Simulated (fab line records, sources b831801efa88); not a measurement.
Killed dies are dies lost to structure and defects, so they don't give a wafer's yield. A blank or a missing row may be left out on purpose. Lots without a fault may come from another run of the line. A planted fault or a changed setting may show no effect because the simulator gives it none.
Which tool did it? | flow gf180mcu | 11 lots, 33 wafers sampled, at 4 steps of a route of 602

WHAT THE GAUGES READ, wafer by wafer
GF_PSD_RS_MEAS_14: measures by four-point-probe.
lot  | measured     | on            | NSD_RS (ohm/sq)
L605 | day 14 00:48 | film_metro-03 | 46.12 46.13 46.04
L609 | day 15 13:08 | film_metro-03 | 46.19 46.18 46.18
L610 | day 15 17:42 | film_metro-03 | 46.15 46.07 46.17
L613 | day 17 00:42 | film_metro-02 | 46.32 46.30 46.17
L614 | day 17 07:39 | film_metro-04 | 43.91 43.87 43.85
L617 | day 18 18:08 | film_metro-02 | 43.86 43.86 43.80
L618 | day 19 05:41 | film_metro-03 | 46.19 46.30 46.26
L624 | day 21 00:47 | film_metro-03 | 45.98 46.08 46.10
L625 | day 21 06:18 | film_metro-03 | 46.11 46.15 46.13
L626 | day 21 18:09 | film_metro-04 | 46.18 46.16 46.26
L628 | day 22 09:09 | film_metro-03 | 46.18 46.13 46.06

WHICH TOOL RAN EACH LOT (tool, then ch and the chambers of the sampled wafers, then the start)
lot  | GF_POLY_GATE_ETCH_13             | GF_NSD_IMPLANT_10               | GF_NSD_STRIP_11
L605 | rie_si-02 ch 1,2,3, day 9 01:47  | implanter-04 ch 0, day 13 03:51 | plasma_asher-03 ch 0,1, day 13 04:00
L609 | rie_si-02 ch 0,1, day 10 07:47   | implanter-01 ch 0, day 14 14:58 | plasma_asher-04 ch 0,1, day 14 15:07
L610 | rie_si-02 ch 0,3, day 10 12:52   | implanter-04 ch 0, day 14 19:42 | plasma_asher-04 ch 0,1, day 14 19:51
L613 | rie_si-02 ch 1,3, day 11 14:32   | implanter-01 ch 0, day 16 02:09 | plasma_asher-01 ch 0,1, day 16 02:18
L614 | rie_si-02 ch 1,2,3, day 11 19:14 | implanter-04 ch 0, day 16 08:31 | plasma_asher-01 ch 0,1, day 16 08:40
L617 | rie_si-02 ch 0,1, day 12 23:31   | implanter-04 ch 0, day 17 17:54 | plasma_asher-04 ch 0,1, day 17 18:03
L618 | rie_si-01 ch 0,1,2, day 13 05:44 | implanter-01 ch 0, day 18 04:55 | plasma_asher-01 ch 0,1, day 18 05:04
L624 | rie_si-01 ch 0,1,2, day 14 23:06 | implanter-02 ch 0, day 19 23:54 | plasma_asher-04 ch 0,1, day 20 00:03
L625 | rie_si-01 ch 0,2, day 15 04:03   | implanter-01 ch 0, day 20 05:26 | plasma_asher-01 ch 0,1, day 20 05:35
L626 | rie_si-01 ch 1,2,3, day 15 10:24 | implanter-04 ch 0, day 20 17:12 | plasma_asher-01 ch 0,1, day 20 17:21
L628 | rie_si-02 ch 0,2,3, day 16 04:06 | implanter-04 ch 0, day 21 08:48 | plasma_asher-04 ch 0,1, day 21 08:57
- GF_POLY_GATE_ETCH_13: etches poly-Si in HBr/Cl2, stops on SiO2, target depth 198.5 nm, time 69.6 s.
- GF_NSD_IMPLANT_10
- GF_NSD_STRIP_11: strips in O2/N2.

THE ANSWER, worked out from the rows above alone
Rule: what is usual is taken from the lots themselves. Put in order of their means at a reading, lots are off if they are a third of the lots or fewer, leave a main group of 4 or more, and stand apart from it by a gap of 3 or more times the standard deviation of the main group's means; of several such gaps the widest counts. A main group whose means are all the same, to the digits that the tables above print for the reading, isn't used. A lot without any number at a reading at which 4 lots or more have one is off too. The other lots that the step has rows for count as sound.
Off: L614, L617, at GF_PSD_RS_MEAS_14 (NSD_RS). The main group: mean 46.16 ohm/sq, standard deviation 0.066.
A tool fits if, at a process step before that reading, it ran every lot that is off, and no sound lot after the first of them. The gauges at GF_PSD_RS_MEAS_14 are tried like those tools. None of those tried fits.

WHAT THE SIMULATOR HAD PUT IN
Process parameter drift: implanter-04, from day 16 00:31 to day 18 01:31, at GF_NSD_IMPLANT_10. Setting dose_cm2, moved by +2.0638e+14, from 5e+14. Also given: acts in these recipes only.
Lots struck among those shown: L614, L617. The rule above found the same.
